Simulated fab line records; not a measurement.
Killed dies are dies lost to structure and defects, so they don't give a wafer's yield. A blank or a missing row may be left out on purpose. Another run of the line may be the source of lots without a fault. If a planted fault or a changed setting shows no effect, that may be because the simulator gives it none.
Split-lot study	flow gf180mcu	23 wafers read from 5 lots, route of 602 steps

THE SPLIT ITSELF
At GF_POLY_GATE_OXIDATION_16 (stabilise 600 s, purge 300 s, target thk 4 nm), the setting temp c was moved away from the recipe's 850 C on 20 of the 23 wafers read, by -0.9% to +0.3%. The other wafers ran this setting at the recipe's value.

The reading comes from the split's own step.

THE READING
SiO2_of_POLY_GATE_OXIDATION_16.thk nm (the simulator's own value, which no gauge read), in nm, at GF_POLY_GATE_OXIDATION_16 (stabilise 600 s, purge 300 s, target thk 4 nm). The file gives no usual value for it. Average 3.853 nm, standard deviation 0.042 nm, over the 3 wafers here run with the recipe.

wafer	tool, chamber at the split	temp c as run, C	against the recipe	SiO2_of_POLY_GATE_OXIDATION_16.thk nm, nm	against lot-mates on the recipe
L076.2	-, -	852.3	+0.3%	4.084	no lot-mate on the recipe
L076.3	-, -	852.3	+0.3%	4.047	no lot-mate on the recipe
L076.4	-, -	852.3	+0.3%	4.102	no lot-mate on the recipe
L076.5	-, -	852.3	+0.3%	4.131	no lot-mate on the recipe
L076.6	-, -	852.3	+0.3%	4.096	no lot-mate on the recipe
L079.2	furnace-02, 0	850	recipe	3.844	-
L079.3	furnace-02, 0	850	recipe	3.807	-
L079.6	furnace-02, 0	850	recipe	3.908	-
L082.2	-, -	846.6	-0.4%	3.667	no lot-mate on the recipe
L082.3	-, -	846.6	-0.4%	3.735	no lot-mate on the recipe
L082.4	-, -	846.6	-0.4%	3.74	no lot-mate on the recipe
L082.5	-, -	846.6	-0.4%	3.7	no lot-mate on the recipe
L082.6	-, -	846.6	-0.4%	3.725	no lot-mate on the recipe
L083.1	-, -	842.5	-0.9%	3.648	no lot-mate on the recipe
L083.3	-, -	842.5	-0.9%	3.61	no lot-mate on the recipe
L083.4	-, -	842.5	-0.9%	3.623	no lot-mate on the recipe
L083.5	-, -	842.5	-0.9%	3.592	no lot-mate on the recipe
L083.6	-, -	842.5	-0.9%	3.59	no lot-mate on the recipe
L084.1	-, -	843.7	-0.7%	3.795	no lot-mate on the recipe
L084.3	-, -	843.7	-0.7%	3.787	no lot-mate on the recipe
L084.4	-, -	843.7	-0.7%	3.667	no lot-mate on the recipe
L084.5	-, -	843.7	-0.7%	3.718	no lot-mate on the recipe
L084.6	-, -	843.7	-0.7%	3.793	no lot-mate on the recipe

FIT RESULTS
A straight line over all 23 wafers: SiO2_of_POLY_GATE_OXIDATION_16.thk nm changes by +0.353 nm for each +1% of temp c; r = +0.90; the points scatter about the line by 0.079 nm.
Too few moved wafers have a lot-mate on the recipe to fit a line with each lot's own level taken away.

THE FILE'S OWN FIT
SiO2_of_POLY_GATE_OXIDATION_16.thk nm changes by +0.353 nm for each +1% of temp c, r = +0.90.
